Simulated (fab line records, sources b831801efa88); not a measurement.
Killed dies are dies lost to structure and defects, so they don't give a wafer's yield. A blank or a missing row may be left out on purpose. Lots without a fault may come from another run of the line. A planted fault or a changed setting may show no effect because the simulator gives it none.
Chamber matching | flow sky130 | SKY_VIA1_CMP_02 on cmp-02: 4 sister chambers
The step polishes SiO2. 4 wafers are shown with their chamber, then 9 later ones without.

WAFERS WITH THEIR CHAMBER
wafer  | chamber | motor_current_A (A)
L814.3 | 3       | 11.8
L816.5 | 2       | 12.0
L818.1 | 1       | 11.4
L818.5 | 0       | 11.3

WAFERS WITHOUT THEIR CHAMBER
wafer  | motor_current_A (A)
L817.2 | 11.9
L817.3 | 11.3
L817.4 | 12.1
L819.3 | 11.2
L819.4 | 11.6
L819.6 | 11.1
L821.1 | 11.7
L821.3 | 11.3
L821.6 | 12.1

WHICH CHAMBER EACH WENT THROUGH
wafer  | from the rows above               | in truth
L817.2 | can't be placed: 2 or 3           | 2
L817.3 | can't be placed: 0 or 1           | 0
L817.4 | can't be placed: 2 or 3           | 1
L819.3 | can't be placed: 0 or 1           | 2
L819.4 | can't be placed: 1 or 3 or 0 or 2 | 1
L819.6 | can't be placed: 0 or 1           | 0
L821.1 | can't be placed: 3 or 1 or 2      | 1
L821.3 | can't be placed: 0 or 1           | 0
L821.6 | can't be placed: 2 or 3           | 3
Placed correctly: 0 of 9. Can't be placed from these rows: 9 (the true chamber is among the candidates in 7). Placed wrongly: 0.
How it was worked out, from the rows above alone: a wafer's distance from a chamber is the root of the sum, over the readings, of the square of ((its reading less the chamber's mean) divided by the reading's scatter). The wafer belongs to the nearest chamber; if the next one is less than 2 further off, it can't be placed. A chamber's mean is the mean of its shown wafers. The scatter: with one shown wafer a chamber, the root of the mean of the squares of how far each hidden wafer lies from its nearest shown one.
